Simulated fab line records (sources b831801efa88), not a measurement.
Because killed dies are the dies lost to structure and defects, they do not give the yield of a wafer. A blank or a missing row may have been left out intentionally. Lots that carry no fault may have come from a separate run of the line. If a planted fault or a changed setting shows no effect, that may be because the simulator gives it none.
fab line records	flow gf180mcu
record lots=14	wafers=42	last-day=34
route steps=602 shown STI@15 MVSD@73 MVPSD@88 VT_IMPLANT@108
lots that met no fault: from a run of the same line without faults
start-h: the number of hours between the record's first day and the start of the first shown wafer of the lot	wait-h: hours elapsed since this lot's preceding step	" as in the row above	L1.1+2: one row covering several wafers at once	- value missing, or start not given	* or withheld: withheld	< > ~ a bound
route shown NAME@n: names a module that has steps shown in the file, with the first one's number in the route	usual: mean and standard deviation over wafers with no fault	same: alike in all rows	chamber/n: place in a boat	sites: per-site readings	_std_site: standard deviation of those values	_edge_site: outer sites' mean less inner sites'	radius-mm: for every site, how far away it sits from the centre of the wafer	mask NAME#n: copy n	behind: the tool/chamber that last shaped the wafer	hold: why the lot went on hold/how many hours it stayed there/how the hold came to an end	device: which transistor (n, p or np) failed to switch	end of line: tests of these same wafers at the route's end	for a step that has no rows: nothing shown but its recipe	killed: count of dies lost to structure and defects at first sort (not the wafer's yield)	map: a wafer's dies, x killed, . not, _ none there
set.NAME: the setting as run; set.NAME@STEP: as run at that earlier step	model.NAME: the simulator's own value behind a step, which no gauge read
steps of the route over a sample of lots; a table a step, a row a wafer
services: a tool's chamber out of use, with start hour (start-h, from the record's first day; less than 0 if before it), hours out, and reason
## steps
# step GF_STI_ETCH_14
# recipe target=Si	chemistry=HBr/Cl2/O2	target-depth-nm=360	icp-w=600	bias-w=150	pressure-mtorr=15	HBr_flow_sccm=150	Cl2_flow_sccm=40	O2_flow_sccm=6	time-s=102.9
# usual HBr_flow_sccm=150.0/0.49	drypump-motor-current-A=5.87/0.29	oes-product-au=0.995/0.0088	run-length-s=131.3/0.45	throttle-valve-pct=25.660/0.011
lot.wafer	tool	chamber	start-h	wait-h	HBr_flow_sccm	drypump-motor-current-A	oes-product-au	rf-hours-counter-h	run-length-s	throttle-valve-pct
L283.3	rie-si-01	2	25.80	0.0	150.1	6.47	1.002	2	131.9	25.655
L283.4	"	1	"	"	149.1	5.69	0.982	2	131.3	25.658
L283.6	"	3	"	"	149.8	5.92	0.987	-	130.8	25.660
L284.1	rie-si-01	3	30.74	0.0	150.4	5.90	0.998	4	130.8	25.672
L284.5	"	3	"	"	151.2	5.89	1.009	-	130.7	25.672
L284.6	"	0	"	"	150.3	5.90	1.007	-	131.5	25.671
L285.2	rie-si-01	3	37.64	0.0	150.5	5.92	0.999	4	130.5	25.652
L285.3	"	2	"	"	150.2	6.47	1.013	2	131.8	25.651
L285.6	"	1	"	"	149.3	5.69	0.996	-	131.9	25.661
L286.2	rie-si-02	2	41.46	0.0	150.1	5.99	0.999	9	130.9	25.642
L286.3	"	3	"	"	149.5	5.46	0.990	131	131.4	25.672
L286.5	"	0	"	"	150.0	5.73	0.997	-	131.3	25.658
L287.3	rie-si-01	3	46.35	0.0	150.3	5.93	0.990	4	130.8	25.674
L287.5	"	0	"	"	150.3	5.91	0.991	-	131.3	25.670
L287.6	"	1	"	"	150.1	5.73	0.995	-	131.3	25.674
L288.2	rie-si-02	1	51.15	0.0	149.8	5.61	0.993	152	130.3	25.650
L288.3	"	3	"	"	150.6	5.45	0.991	131	131.7	25.666
L288.4	"	0	"	"	149.9	5.75	0.991	75	131.4	25.653
L289.2	rie-si-01	0	57.76	0.0	150.3	5.93	0.979	22	131.5	25.675
L289.4	"	1	"	"	150.4	5.71	0.979	3	131.8	25.684
L289.5	"	1	"	"	149.2	5.73	0.987	-	131.7	25.663
L290.2	rie-si-01	2	62.39	0.0	149.0	6.47	1.004	2	131.4	25.656
L290.4	"	1	"	"	150.4	5.70	0.986	3	131.3	25.660
L290.6	"	1	"	"	151.3	5.70	0.995	-	131.3	25.663
L292.1	rie-si-01	2	71.50	0.0	149.5	6.51	1.014	2	90.7	25.643
L292.3	"	3	"	"	149.9	5.90	0.999	5	89.9	25.649
L292.5	"	0	"	"	149.8	5.88	0.997	-	90.5	25.656
L295.2	rie-si-01	3	86.71	0.0	150.7	5.94	1.016	5	89.8	25.657
L295.3	"	1	"	"	149.6	5.73	0.998	3	90.8	25.668
L295.5	"	2	"	"	150.7	6.49	1.008	-	91.3	25.640
L297.1	rie-si-02	0	97.81	0.0	150.3	5.75	0.986	76	131.3	25.671
L297.2	"	2	"	"	150.6	6.01	1.013	9	130.8	25.653
L297.6	"	1	"	"	150.0	5.61	0.987	-	130.4	25.650
L304.2	rie-si-02	3	134.04	0.0	148.9	5.47	0.994	132	131.8	25.662
L304.4	"	0	"	"	150.2	5.74	1.005	76	131.3	25.641
L304.6	"	1	"	"	150.0	5.61	0.991	-	130.2	25.680
L305.2	rie-si-02	3	138.44	0.0	150.0	5.47	0.984	132	131.2	25.670
L305.3	"	1	"	"	150.0	5.60	0.996	0	130.5	25.655
L305.5	"	1	"	"	151.1	5.62	0.988	-	130.2	25.657
L306.1	rie-si-02	0	144.19	0.0	149.5	5.73	0.975	76	131.4	25.675
L306.3	"	1	"	"	150.1	5.61	0.990	1	130.3	25.669
L306.6	"	0	"	"	149.8	5.74	0.981	-	131.7	25.667
# step GF_STI_STRIP_15
# recipe chemistry=O2/N2	power-w=1400	pressure-mtorr=1500	platen-temp-c=250	o2-flow-sccm=3000	n2-flow-sccm=300	overash-fraction=0.5
# usual drypump-motor-current-A=5.54/0.25	heater-power-w=331/26	n2-flow-sccm=299.9/0.89	o2-flow-sccm=3001/9.4	oes-product-au=0.381/0.005	strip-time-to-endpoint-s=3.67/0.046
lot.wafer	tool	chamber	start-h	wait-h	drypump-motor-current-A	heater-power-w	n2-flow-sccm	o2-flow-sccm	oes-product-au	rf-hours-counter-h	strip-time-to-endpoint-s
L283.3	plasma-asher-04	1	25.91	0.1	5.26	370	300.0	3003	0.380	-	3.70
L283.4	"	0	"	"	5.58	306	299.6	2993	0.382	-	3.66
L283.6	"	0	"	"	5.55	311	299.4	2994	0.383	-	3.70
L284.1	plasma-asher-02	1	30.81	0.0	6.10	306	301.5	2996	0.380	38	3.70
L284.5	"	1	"	"	6.06	316	299.7	2995	0.383	-	3.66
L284.6	"	0	"	"	5.60	324	298.7	3006	0.379	-	3.69
L285.2	plasma-asher-04	1	37.72	0.0	5.29	369	301.6	2999	0.379	23	3.60
L285.3	"	1	"	"	5.29	374	300.3	2996	0.381	-	3.62
L285.6	"	0	"	"	5.57	303	298.8	3011	0.378	-	3.69
L286.2	plasma-asher-04	1	41.53	0.0	5.26	374	297.4	2994	0.379	24	3.60
L286.3	"	0	"	"	5.57	316	300.8	3005	0.383	-	3.65
L286.5	"	1	"	"	5.32	373	299.2	3017	0.379	-	3.62
L287.3	plasma-asher-03	0	46.46	0.1	5.78	322	301.0	2998	0.375	-	3.66
L287.5	"	0	"	"	5.79	340	301.2	2986	0.384	-	3.75
L287.6	"	1	"	"	5.35	313	299.5	3016	0.392	-	3.72
L288.2	plasma-asher-03	0	51.22	0.0	5.79	329	300.5	3004	0.383	37	3.71
L288.3	"	1	"	"	5.32	318	300.0	3006	0.376	-	3.64
L288.4	"	0	"	"	5.81	329	300.4	2991	0.378	-	3.64
L289.2	plasma-asher-04	1	57.83	0.0	5.25	374	297.9	3004	0.385	25	3.69
L289.4	"	0	"	"	5.56	311	299.7	3009	0.383	-	3.70
L289.5	"	1	"	"	5.29	356	297.7	2997	0.387	-	3.68
L290.2	plasma-asher-02	0	62.47	0.0	5.63	327	299.4	3006	0.381	41	3.65
L290.4	"	0	"	"	5.63	315	300.0	3021	0.390	-	3.63
L290.6	"	1	"	"	6.10	307	300.7	3000	0.386	-	3.69
L292.1	plasma-asher-04	1	71.57	0.0	5.27	368	299.2	2995	0.400	26	4.21
L292.3	"	1	"	"	5.32	370	299.2	3002	0.398	-	4.17
L292.5	"	1	"	"	5.27	375	298.0	2988	0.400	-	4.12
L295.2	plasma-asher-03	0	86.78	0.0	5.82	332	299.2	3014	0.400	40	4.15
L295.3	"	0	"	"	5.77	334	300.6	3026	0.393	-	4.15
L295.5	"	0	"	"	5.81	323	300.6	3015	0.400	-	4.19
L297.1	plasma-asher-02	1	97.88	0.0	6.10	313	301.1	2995	0.385	45	3.67
L297.2	"	0	"	"	5.62	324	298.3	2998	0.383	45	3.64
L297.6	"	0	"	"	5.60	320	300.1	2987	0.380	-	3.66
L304.2	plasma-asher-03	1	134.11	0.0	5.31	314	300.1	3010	0.372	45	3.66
L304.4	"	0	"	"	5.77	325	300.3	3008	0.383	-	3.67
L304.6	"	0	"	"	5.78	323	299.9	2997	0.391	-	3.68
L305.2	plasma-asher-02	0	138.51	0.0	5.64	315	300.6	3024	0.391	50	3.72
L305.3	"	0	"	"	5.63	329	300.3	3007	0.380	-	3.73
L305.5	"	1	"	"	5.99	312	301.1	3029	0.380	-	3.75
L306.1	plasma-asher-04	1	144.26	0.0	5.25	371	300.8	3000	0.377	34	3.66
L306.3	"	1	"	"	5.25	369	300.7	3018	0.386	-	3.65
L306.6	"	0	"	"	5.55	306	301.7	3025	0.382	-	3.69
# step GF_MVSD_OVL_MEAS_07
# usual MVSD_OVL=0.1/1.5
lot.wafer	tool	chamber	start-h	wait-h	MVSD_OVL[nm]
L283.3	overlay-01	-	80.75	-	-0.7
L283.4	"	-	"	"	0.7
L283.6	"	-	"	"	-0.9
L284.1	overlay-01	-	88.30	-	1.3
L284.5	"	-	"	"	-1.3
L284.6	"	-	"	"	0.5
L285.2	overlay-01	-	95.30	-	1.5
L285.3	"	-	"	"	0.6
L285.6	"	-	"	"	0.3
L286.2	overlay-01	-	100.15	-	-1.2
L286.3	"	-	"	"	0.6
L286.5	"	-	"	"	0.7
L287.3	overlay-02	-	106.36	-	-1.8
L287.5	"	-	"	"	-0.5
L287.6	"	-	"	"	-0.9
L288.2	overlay-01	-	111.00	-	-1.0
L288.3	"	-	"	"	-0.1
L288.4	"	-	"	"	-0.1
L289.2	overlay-02	-	119.00	-	-1.8
L289.4	"	-	"	"	-2.3
L289.5	"	-	"	"	-3.6
L290.2	overlay-01	-	123.90	-	-2.0
L290.4	"	-	"	"	-3.7
L290.6	"	-	"	"	-2.5
L292.1	overlay-01	-	133.49	-	-0.3
L292.3	"	-	"	"	0.1
L292.5	"	-	"	"	0.4
L295.2	overlay-02	-	150.55	-	0.4
L295.3	"	-	"	"	0.2
L295.5	"	-	"	"	2.5
L297.1	overlay-02	-	163.61	-	0.1
L297.2	"	-	"	"	-1.0
L297.6	"	-	"	"	0.2
L304.2	overlay-01	-	204.05	-	1.9
L304.4	"	-	"	"	0.7
L304.6	"	-	"	"	-1.3
L305.2	overlay-02	-	212.95	-	1.6
L305.3	"	-	"	"	1.1
L305.5	"	-	"	"	-0.8
L306.1	overlay-02	-	214.15	-	1.3
L306.3	"	-	"	"	1.0
L306.6	"	-	"	"	0.4
# step GF_MVPSD_STRIP_10
# recipe chemistry=O2/N2	power-w=1400	pressure-mtorr=1500	platen-temp-c=250	o2-flow-sccm=3000	n2-flow-sccm=300	overash-fraction=0.5
# usual drypump-motor-current-A=5.75/0.23	heater-power-w=314/15	n2-flow-sccm=300.1/0.88	o2-flow-sccm=3001/8.2	oes-product-au=0.722/0.0045	strip-time-to-endpoint-s=36.98/0.099
lot.wafer	tool	chamber	start-h	wait-h	drypump-motor-current-A	heater-power-w	n2-flow-sccm	o2-flow-sccm	oes-product-au	rf-hours-counter-h	strip-time-to-endpoint-s
L283.3	plasma-asher-02	0	95.73	0.1	5.65	316	299.1	2992	0.729	-	36.87
L283.4	"	1	"	"	6.05	308	300.8	3011	0.726	-	36.95
L283.6	"	1	"	"	6.09	310	299.4	3004	0.717	-	36.97
L284.1	plasma-asher-01	0	102.40	0.1	5.60	287	300.5	2999	0.726	47	36.94
L284.5	"	1	"	"	5.93	318	299.8	2999	0.723	-	36.66
L284.6	"	0	"	"	5.60	294	300.6	3009	0.722	-	36.88
L285.2	plasma-asher-02	0	110.59	0.1	5.63	322	300.2	3003	0.731	47	37.04
L285.3	"	1	"	"	6.03	308	297.7	2995	0.725	-	37.00
L285.6	"	0	"	"	5.63	322	300.7	2996	0.721	-	36.97
L286.2	plasma-asher-02	1	115.13	0.1	6.04	308	300.1	2991	0.720	47	36.99
L286.3	"	0	"	"	5.63	315	298.1	3000	0.726	-	36.95
L286.5	"	1	"	"	6.02	311	299.5	3004	0.714	-	37.04
L287.3	plasma-asher-02	1	121.63	0.1	6.09	312	300.2	2987	0.718	-	36.96
L287.5	"	1	"	"	6.06	310	301.4	2997	0.711	-	37.03
L287.6	"	0	"	"	5.60	321	300.1	2989	0.721	-	36.99
L288.2	plasma-asher-01	1	126.33	0.1	5.94	324	298.8	2985	0.713	1	36.84
L288.3	"	0	"	"	5.56	285	299.0	3011	0.724	-	36.73
L288.4	"	1	"	"	5.92	327	299.5	3003	0.724	-	36.88
L289.2	plasma-asher-02	0	134.78	0.1	5.58	315	299.2	3005	0.725	49	36.97
L289.4	"	0	"	"	5.61	320	299.4	3004	0.713	-	36.95
L289.5	"	1	"	"	6.08	317	298.4	2986	0.722	-	36.93
L290.2	plasma-asher-01	0	139.89	0.1	5.57	277	300.2	2983	0.717	2	36.81
L290.4	"	0	"	"	5.59	291	301.1	2997	0.719	-	36.98
L290.6	"	1	"	"	5.93	325	300.1	2999	0.736	-	36.84
L292.1	plasma-asher-02	0	149.43	0.1	5.63	330	300.2	3001	0.723	51	37.02
L292.3	"	0	"	"	5.65	323	301.3	3007	0.723	-	36.99
L292.5	"	0	"	"	5.61	320	300.0	3006	0.716	-	36.89
L295.2	plasma-asher-02	0	167.45	0.1	5.57	315	301.6	3002	0.714	53	36.86
L295.3	"	0	"	"	5.57	316	300.4	3002	0.721	-	36.78
L295.5	"	0	"	"	5.63	322	300.4	3008	0.721	-	36.86
L297.1	plasma-asher-01	1	180.40	0.1	5.92	332	300.0	3011	0.729	6	37.14
L297.2	"	0	"	"	5.61	284	301.2	3001	0.721	6	37.09
L297.6	"	1	"	"	5.92	326	299.4	2998	0.718	-	37.04
L304.2	plasma-asher-03	0	222.65	0.1	5.78	326	300.8	3004	0.716	54	36.86
L304.4	"	0	"	"	5.74	323	299.7	3012	0.727	-	36.87
L304.6	"	1	"	"	5.32	313	300.9	3000	0.723	-	36.78
L305.2	plasma-asher-01	0	231.30	0.1	5.62	278	301.2	2988	0.721	11	37.01
L305.3	"	0	"	"	5.59	280	299.7	3002	0.725	-	37.06
L305.5	"	1	"	"	5.91	323	300.2	3005	0.727	-	37.14
L306.1	plasma-asher-03	1	233.19	0.1	5.34	318	298.2	2997	0.725	55	37.15
L306.3	"	1	"	"	5.32	326	300.5	3005	0.714	-	37.08
L306.6	"	1	"	"	5.35	318	298.6	3003	0.723	-	37.16
# step GF_VT_IMPLANT_OVL_MEAS_18
# usual VT_IMPLANT_01_OVL=-0.7/1.2
lot.wafer	tool	chamber	start-h	wait-h	VT_IMPLANT_01_OVL[nm]
L283.3	overlay-01	-	124.97	0.1	-0.6
L283.4	"	-	"	"	0.1
L283.6	"	-	"	"	-1.5
L284.1	overlay-01	-	131.19	0.1	-2.0
L284.5	"	-	"	"	-1.2
L284.6	"	-	"	"	1.4
L285.2	overlay-01	-	140.60	0.1	-1.0
L285.3	"	-	"	"	-0.1
L285.6	"	-	"	"	-0.9
L286.2	overlay-02	-	144.77	0.1	-0.5
L286.3	"	-	"	"	-0.1
L286.5	"	-	"	"	-2.2
L287.3	overlay-01	-	151.03	0.1	1.1
L287.5	"	-	"	"	-0.2
L287.6	"	-	"	"	-1.4
L288.2	overlay-01	-	156.85	0.1	-0.3
L288.3	"	-	"	"	-1.2
L288.4	"	-	"	"	-0.3
L289.2	overlay-01	-	166.86	0.1	0.3
L289.4	"	-	"	"	1.7
L289.5	"	-	"	"	-0.4
L290.2	overlay-01	-	171.10	0.1	-2.6
L290.4	"	-	"	"	-2.4
L290.6	"	-	"	"	-4.2
L292.1	overlay-01	-	181.96	0.1	-1.7
L292.3	"	-	"	"	-0.2
L292.5	"	-	"	"	-0.8
L295.2	overlay-02	-	200.76	0.1	-1.7
L295.3	"	-	"	"	-1.8
L295.5	"	-	"	"	-1.7
L297.1	overlay-01	-	214.19	0.1	-1.3
L297.2	"	-	"	"	0.2
L297.6	"	-	"	"	0.0
L304.2	overlay-01	-	259.12	0.1	0.1
L304.4	"	-	"	"	-2.2
L304.6	"	-	"	"	0.0
L305.2	overlay-01	-	269.16	0.1	0.2
L305.3	"	-	"	"	-0.8
L305.5	"	-	"	"	-1.6
L306.1	overlay-01	-	270.11	0.1	0.8
L306.3	"	-	"	"	-2.4
L306.6	"	-	"	"	-0.1
## services
tool	chamber	start-h	hours	kind
plasma-asher-03	-	2.19	3.6	repair
plasma-asher-03	-	22.86	1.7	repair
plasma-asher-04	-	44.19	2.4	repair
rie-si-01	2	46.04	9.2	repair
rie-si-02	-	51.94	2.8	pm
rie-si-02	1	73.70	-	clean
rie-si-02	1	73.70	22.2	scheduled-down
rie-si-02	1	73.70	22.2	vent-cycle
rie-si-02	0	86.65	4.8	repair
plasma-asher-01	-	91.69	3.5	repair
plasma-asher-01	-	108.75	9.0	pm
plasma-asher-01	0	108.75	9.0	vent-cycle
plasma-asher-01	1	108.75	9.0	vent-cycle
plasma-asher-01	0	117.75	-	clean
plasma-asher-01	1	117.75	-	clean
plasma-asher-02	-	130.99	1.4	repair
plasma-asher-03	-	145.34	0.8	repair
rie-si-01	3	162.73	8.2	repair
rie-si-02	3	164.91	-	clean
rie-si-02	3	164.91	22.9	scheduled-down
rie-si-02	3	164.91	22.9	vent-cycle
rie-si-02	-	168.65	0.1	repair
plasma-asher-01	-	185.61	2.8	pm
plasma-asher-03	-	216.39	0.9	repair
## key
first-sign step=GF_STI_ETCH_14	reading=run-length-s	direction=down	sigmas=92	usual=*	struck=*
effect step=GF_STI_STRIP_15	reading=strip-time-to-endpoint-s	direction=up	sigmas=11	usual=*	struck=*
met-at GF_STI_ETCH_14
struck-lots L292,L295
sort-left-out L292.1,L292.3,L292.5,L295.2,L295.3,L295.5
tester-left-out L292,L295
not-acting-at GF_MVSD_OVL_MEAS_07,GF_MVPSD_STRIP_10,GF_VT_IMPLANT_OVL_MEAS_18
onset-between 62.39 71.50
fault kind=process-parameter-drift	tool=rie-si-01	chamber=-	onset-h=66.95	steps=GF_STI_ETCH_14	channel=time-s	offset=*	shape=step	end-h=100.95	acts-in=*	stated=*
# tester-left-out: of these lots the tester's yield and bins aren't shown, on N5 and GAA mostly nor the transistor test; their killed dies are dies lost to structure and defects alone, not to doping, threshold or leakage, so they don't give the yield
# sort-left-out: the simulated sort isn't trusted on such a fault, so these wafers' sort isn't shown, and their yield isn't known
